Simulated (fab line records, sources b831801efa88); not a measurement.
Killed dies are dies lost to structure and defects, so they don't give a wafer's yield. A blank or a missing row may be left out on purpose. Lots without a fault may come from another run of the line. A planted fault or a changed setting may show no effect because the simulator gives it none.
Which tool did it? | flow gf180mcu | 12 lots, 36 wafers sampled, at 4 steps of a route of 602

WHAT THE GAUGES READ, wafer by wafer
GF_V5_THK_MEAS_03.
lot  | measured     | on            | V5_CVD_02_THK (nm)
L392 | day 26 20:58 | film_metro-01 | 1428 1463 1483
L393 | day 27 03:22 | film_metro-02 | 1458 1453 1464
L402 | day 30 00:31 | film_metro-01 | 1449 1470 1443
L403 | day 30 07:04 | film_metro-02 | 1419 1448 1438
L404 | day 30 14:51 | film_metro-01 | 1424 1430 1470
L405 | day 31 05:54 | film_metro-03 | 1454 1439 1463
L408 | day 31 17:56 | film_metro-01 | 1426 1418 1438
L409 | day 31 23:43 | film_metro-03 | 1460 1461 1469
L410 | day 32 06:24 | film_metro-03 | 1457 1437 1467

WHICH TOOL RAN EACH LOT (tool, then ch and the chambers of the sampled wafers, then the start)
lot  | GF_MIM_SPUTTER_04            | GF_M5_ETCH_09                      | GF_M5_STRIP_11
L392 | pvd_sputter-01, day 25 01:50 | rie_diel-03 ch 2,3, day 26 20:03   | plasma_asher-01 ch 0,1, day 26 20:13
L393 | pvd_sputter-03, day 25 07:37 | rie_diel-03 ch 2,3, day 27 02:27   | plasma_asher-01 ch 0,1, day 27 02:36
L394 | pvd_sputter-02, day 26 00:22 | rie_diel-03 ch 1,2,3, day 27 19:01 | plasma_asher-03 ch 0,1, day 27 19:10
L395 | pvd_sputter-03, day 26 04:16 | rie_diel-04 ch 0,1,2, day 27 22:42 | plasma_asher-01 ch 0,1, day 27 22:51
L396 | pvd_sputter-03, day 26 11:25 | rie_diel-02 ch 0,2, day 28 05:12   | plasma_asher-01 ch 0,1, day 28 05:22
L402 | pvd_sputter-01, day 28 09:04 | rie_diel-04 ch 0,3, day 29 23:36   | plasma_asher-01 ch 0,1, day 29 23:45
L403 | pvd_sputter-03, day 28 15:44 | rie_diel-04 ch 0,3, day 30 06:09   | plasma_asher-01 ch 0,1, day 30 06:18
L404 | pvd_sputter-01, day 29 00:14 | rie_diel-04 ch 2,3, day 30 13:57   | plasma_asher-04 ch 0, day 30 14:07
L405 | pvd_sputter-02, day 29 16:25 | rie_diel-03 ch 1,2, day 31 05:00   | plasma_asher-03 ch 0,1, day 31 05:09
L408 | pvd_sputter-02, day 30 05:01 | rie_diel-02 ch 0,1,2, day 31 16:54 | plasma_asher-03 ch 0,1, day 31 17:11
L409 | pvd_sputter-02, day 30 12:16 | rie_diel-03 ch 2,3, day 31 22:48   | plasma_asher-03 ch 0,1, day 31 22:58
L410 | pvd_sputter-02, day 30 18:46 | rie_diel-03 ch 0,1,2, day 32 05:30 | plasma_asher-03 ch 0,1, day 32 05:39
- GF_MIM_SPUTTER_04: material TiN, target thk 50 nm, time 41.7 s.
- GF_M5_ETCH_09: etches Si3N4 in CF4/O2, target depth 52 nm, time 11.6 s.
- GF_M5_STRIP_11: strips in O2/N2.

WHAT THE TOOLS THEMSELVES READ (means of the sampled wafers that have a number; where no wafer has one, the mark that the record gives instead)
GF_MIM_SPUTTER_04.
lot  | tool           | throttle_valve_pct (%)
L392 | pvd_sputter-01 | 30.3
L393 | pvd_sputter-03 | 29.5
L394 | pvd_sputter-02 | 30.6
L395 | pvd_sputter-03 | 28.6
L396 | pvd_sputter-03 | 29.3
L402 | pvd_sputter-01 | 29.9
L403 | pvd_sputter-03 | 29.3
L404 | pvd_sputter-01 | 30.1
L405 | pvd_sputter-02 | 30.4
L408 | pvd_sputter-02 | 29.7
L409 | pvd_sputter-02 | 29.2
L410 | pvd_sputter-02 | 31.4

GF_M5_ETCH_09.
lot  | tool        | O2_flow_sccm (sccm) | bias_w (W) | drypump_motor_current_A (A) | oes_product_au (a.u.) | throttle_valve_pct (%)
L392 | rie_diel-03 | 10.01               | 149.9      | 5.4                         | 1.009                 | 5.972
L393 | rie_diel-03 | 10.03               | 150.6      | 5.4                         | 1.000                 | 5.971
L394 | rie_diel-03 | -                   | -          | -                           | -                     | -
L395 | rie_diel-04 | -                   | -          | -                           | -                     | -
L396 | rie_diel-02 | -                   | -          | -                           | -                     | -
L402 | rie_diel-04 | 10.00               | 150.2      | 5.4                         | 0.991                 | 5.974
L403 | rie_diel-04 | 10.00               | 149.8      | 5.4                         | 0.986                 | 5.971
L404 | rie_diel-04 | 9.99                | 150.1      | 5.8                         | 0.988                 | 5.963
L405 | rie_diel-03 | 10.03               | 150.3      | 5.5                         | 0.996                 | 5.965
L408 | rie_diel-02 | 10.00               | 149.9      | 5.2                         | 0.994                 | 5.969
L409 | rie_diel-03 | 10.02               | 150.4      | 5.3                         | 1.010                 | 5.965
L410 | rie_diel-03 | 9.99                | 149.9      | 5.7                         | 0.999                 | 5.969

GF_M5_STRIP_11.
lot  | tool            | drypump_motor_current_A (A) | heater_power_w (W) | oes_product_au (a.u.) | strip_time_to_endpoint_s (s)
L392 | plasma_asher-01 | 6.11                        | 296                | 0.522                 | 7.04
L393 | plasma_asher-01 | 6.10                        | 313                | 0.522                 | 7.05
L394 | plasma_asher-03 | 6.48                        | 292                | 0.539                 | 7.37
L395 | plasma_asher-01 | 6.10                        | 290                | 0.538                 | 7.37
L396 | plasma_asher-01 | 6.10                        | 296                | 0.544                 | 7.48
L402 | plasma_asher-01 | 6.11                        | 296                | 0.523                 | 7.15
L403 | plasma_asher-01 | 6.10                        | 295                | 0.520                 | 6.99
L404 | plasma_asher-04 | 5.80                        | 435                | 0.522                 | 7.13
L405 | plasma_asher-03 | 6.54                        | 296                | 0.523                 | 7.05
L408 | plasma_asher-03 | 6.46                        | 291                | 0.528                 | 7.11
L409 | plasma_asher-03 | 6.49                        | 289                | 0.522                 | 6.97
L410 | plasma_asher-03 | 6.45                        | 296                | 0.520                 | 7.00

THE ANSWER, worked out from the rows above alone
Rule: what is usual is taken from the lots themselves. Put in order of their means at a reading, lots are off if they are a third of the lots or fewer, leave a main group of 4 or more, and stand apart from it by a gap of 3 or more times the standard deviation of the main group's means; of several such gaps the widest counts. A main group whose means are all the same, to the digits that the tables above print for the reading, isn't used. A lot without any number at a reading at which 4 lots or more have one is off too. The other lots that the step has rows for count as sound. The gauges are gone through in route order, then the tools' own readings, and for those a lot's mean is taken as printed above. The first step at which some lot is off is used, and at that step the reading that is off furthest; a lot without a number counts as furthest.
Off: L394, L395, L396, at GF_M5_ETCH_09 (O2_flow_sccm). Without a number there: L394, L395, L396. The main group: mean 10.01 sccm, standard deviation 0.015.
A tool fits if, at that step or a process step before it, it ran every lot that is off, and no sound lot after the first of them. None of those tried fits.

WHAT THE SIMULATOR HAD PUT IN
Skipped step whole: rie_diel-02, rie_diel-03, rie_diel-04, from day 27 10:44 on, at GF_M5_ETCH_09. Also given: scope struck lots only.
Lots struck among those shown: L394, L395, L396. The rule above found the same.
